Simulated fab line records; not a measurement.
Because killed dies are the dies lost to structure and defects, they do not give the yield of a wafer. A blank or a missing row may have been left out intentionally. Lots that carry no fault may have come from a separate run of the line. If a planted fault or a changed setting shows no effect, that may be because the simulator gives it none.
Matching of chambers -- flow gf180mcu -- GF_V4_CMP_26 on cmp-01 has 4 sister chambers
The step polishes, stops on SiO2, t overpolish 15 s, target thk 0 nm. 8 wafers are shown with their chamber, then 10 later ones without.

## WAFERS, EACH WITH ITS CHAMBER
wafer,chamber,timeToEndpointS (s),edgeZonePressureFrac
L082.2,1,80,1.000
L082.5,1,82,0.996
L086.3,3,81,0.994
L087.1,2,81,1.007
L087.3,3,81,0.999
L087.5,0,87,1.008
L089.1,2,81,1.006
L089.5,0,87,1.000

## WAFERS WITH NO CHAMBER GIVEN
wafer,timeToEndpointS (s),edgeZonePressureFrac
L089.6,83,1.003
L092.2,75,1.009
L092.4,78,1.001
L092.6,86,1.001
L094.2,86,0.996
L094.4,80,0.997
L094.5,80,1.003
L095.1,90,1.010
L095.2,83,0.998
L095.3,85,1.000

## WHICH CHAMBER EACH ONE RAN IN
wafer,from the rows above,in truth
L089.6,can't be placed: 2 or 1 or 3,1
L092.2,can't be placed: 2 or 1 or 3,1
L092.4,can't be placed: 1 or 3 or 2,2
L092.6,0,0
L094.2,0,0
L094.4,can't be placed: 3 or 1 or 2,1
L094.5,can't be placed: 2 or 1 or 3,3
L095.1,0,0
L095.2,can't be placed: 1 or 3 or 2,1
L095.3,0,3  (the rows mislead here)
Placed correctly: 3 of 10. From these rows, 6 cannot be placed; in 6 the true chamber is one of the candidates. Placed wrongly: 1.
How it was worked out, from the rows above alone: a wafer's distance from a chamber is the root of the sum, over the readings, of the square of ((its reading less the chamber's mean) divided by the reading's scatter). The wafer belongs to the nearest chamber; if the next one is less than 2 further off, it can't be placed. Each chamber's mean is taken over the wafers shown for it. The scatter: take each reading less its chamber's mean, square it, sum over the shown wafers, divide by the number of wafers less the number of chambers, and take the root.
